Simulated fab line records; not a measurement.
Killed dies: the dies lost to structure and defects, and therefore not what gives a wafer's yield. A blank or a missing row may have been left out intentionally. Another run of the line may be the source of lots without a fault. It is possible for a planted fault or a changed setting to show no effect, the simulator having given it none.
Comparing a struck lot with a sound one || flow sky130 || 15 out of 708 route steps
Sound: wafers L804.1, L804.2, L804.5. Struck: wafer L820.4 (L820.2, L820.3, from the same lot, were not struck and are left out); the cause is given at the end.
Order at every step that has rows: each side's tool, ch and its chambers, its first start. Under that, the readings that differ: sound wafers || struck wafers || difference of the means || sigmas: that difference in standard deviations of wafers without a fault.
alike: readings with means less than 2 such deviations apart, plus words and numbers identical on both sides. not compared: withheld readings, readings lacking a value on some wafer, bounds such as >300 that could conceal the same value, and numbers that have no deviation in the record and whose values overlap.
The two part at a step that has a row with sigmas, a row that says differs or no value, or rows on one side only. Non-overlapping numbers with no deviation appear without sigmas and do not part them. A reading missing from all wafers of one side parts the sides only when that side holds two or more wafers.

SKY_VIA3_ETCH_14: etches BARC in N2/H2, stops on SiO2, time 45.9 s, target depth 60 nm.
  sound on rie diel-03 ch 1,2,3, day 40 06:02; struck on rie diel-02 ch 3, day 44 06:13
  alike: drypump motor current A, oes product au, throttle valve pct
  not compared: rf hours counter h
then, 1 step without rows for these wafers: SKY_VIA3_ETCH_15 (etches SiO2 in C4F8/O2/Ar, stops on TiN, target depth 507 nm, time 78 s).
SKY_VIA3_STRIP_16: strips in O2/N2.
  sound on plasma asher-03 ch 0,1, day 40 06:08; struck on plasma asher-02 ch 0, day 44 06:19
  alike: drypump motor current A, oes product au, strip time to endpoint s
  not compared: rf hours counter h
then, 5 steps without rows for these wafers: SKY_VIA3_STRIP_17 (strips in post etch residue remover, time 1200 s); SKY_VIA3_CLEAN_18 (cleans in IPA, time 180 s); SKY_VIA3_CLEAN_19 (cleans in O3/DIW); SKY_VIA3_SPUTTER_20 (material TiN, target thk 20 nm, time 80 s); SKY_VIA3_CVD_21 (deposits W, target thk 390 nm, time 117.31 s).
SKY_VIA3_RS_MEAS_22: uses a four-point probe to measure.
  sound: film metro-04 at day 40 06:55; struck: film metro-03 at day 44 07:10
  alike: VIA3_W_RS
SKY_VIA3_THK_MEAS_23: measures by xrf.
  sound: film metro-04 at day 40 07:02; struck: film metro-03 at day 44 07:17
  alike: VIA3_W_THK
SKY_VIA3_CMP_24: polishes, stops on SiO2, t overpolish 20 s, target thk 0 nm.
  sound on cmp-02 ch 0,1,3, day 40 07:34; struck on cmp-02 ch 1, day 44 07:23
  alike: motor current A, overpolish run s, time to endpoint s
SKY_METAL4_SPUTTER_00: material Ti, target thk 15 nm, time 10 s.
  sound: pvd sputter-02 at day 40 07:46; struck: pvd sputter-02 at day 44 07:38
  alike: chamber pressure pa, throttle valve pct
SKY_METAL4_SPUTTER_01: material TiN, target thk 20 nm, time 16.7 s.
  sound: pvd sputter-02 at day 40 07:47; struck: pvd sputter-02 at day 44 07:40
{"reading": "model.TiN_of_METAL4_SPUTTER_01.thk nm (nm)", "sound": "20.04 19.77 20.01", "struck": 30.08, "difference": "+10.14", "sigmas": ""}
  alike: chamber pressure pa, throttle valve pct
SKY_METAL4_SPUTTER_02: material AlCu, target thk 735 nm, time 39.1 s.
  sound: pvd sputter-02 at day 40 07:49; struck: pvd sputter-02 at day 44 07:41
  alike: chamber pressure pa, throttle valve pct
-- the record jumps here: 5 days lie between the struck wafers' starts before and after (it left off in module METAL4 and takes up again in module PAD_OPEN, whose first step shown is number 708 of the route) --
SKY_PAD_OPEN_PROBE_99:
  the record has rows for the struck wafers here (prober-01, day 49 17:28) and none for the sound ones

WHERE THEY PART
Only at SKY_PAD_OPEN_PROBE_99, within this record.

WHY: the cause the simulator had injected
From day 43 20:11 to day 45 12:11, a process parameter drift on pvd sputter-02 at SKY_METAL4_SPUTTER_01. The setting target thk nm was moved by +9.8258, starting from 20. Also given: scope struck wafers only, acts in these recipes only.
